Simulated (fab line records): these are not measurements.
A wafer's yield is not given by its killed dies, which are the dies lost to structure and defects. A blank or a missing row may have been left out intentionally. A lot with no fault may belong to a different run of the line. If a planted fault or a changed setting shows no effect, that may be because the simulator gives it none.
Matching of chambers -- flow sfq_line -- SFQ_TRILAYER_A5B_CMP_CMP_130 on cmp-01 has 4 sister chambers
The step polishes, stops on Nb, target thk 340.7 nm. 8 wafers are shown with their chamber, then 7 later ones without.

## WAFERS PAIRED WITH THEIR CHAMBERS
wafer,chamber,motor_current_A (A),retaining_ring_pressure_frac
L456.4,0,9.4,0.992
L459.1,3,9.8,1.000
L459.4,2,10.1,0.996
L462.1,2,9.7,1.001
L462.4,1,8.5,0.998
L462.3,0,9.8,0.996
L463.3,3,9.6,1.001
L463.1,1,8.6,0.999

## WAFERS WITHOUT THEIR CHAMBER
wafer,motor_current_A (A),retaining_ring_pressure_frac
L463.4,9.2,1.007
L469.3,9.2,1.002
L469.2,7.9,0.999
L469.6,9.8,1.002
L472.3,9.7,0.994
L472.4,9.7,1.005
L472.6,10.2,1.001

## EACH ONE'S CHAMBER
wafer,from the rows above,in truth
L463.4,can't be placed: 3 or 1 or 2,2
L469.3,can't be placed: 3 or 1 or 2 or 0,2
L469.2,1,1
L469.6,can't be placed: 3 or 2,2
L472.3,can't be placed: 0 or 2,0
L472.4,can't be placed: 3 or 2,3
L472.6,can't be placed: 2 or 3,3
Correctly placed: 1 of 7. These rows do not allow placing 6 (true chamber among the candidates in 6). Wrongly placed: 0.
How it was worked out, from the rows above alone: a wafer's distance from a chamber is the root of the sum, over the readings, of the square of ((its reading less the chamber's mean) divided by the reading's scatter). The wafer belongs to the nearest chamber; if the next one is less than 2 further off, it can't be placed. Each chamber's mean is taken over the wafers shown for it. The scatter: the root of (the sum of the squares of (reading less its chamber's mean) over the shown wafers, divided by (wafers less chambers)).
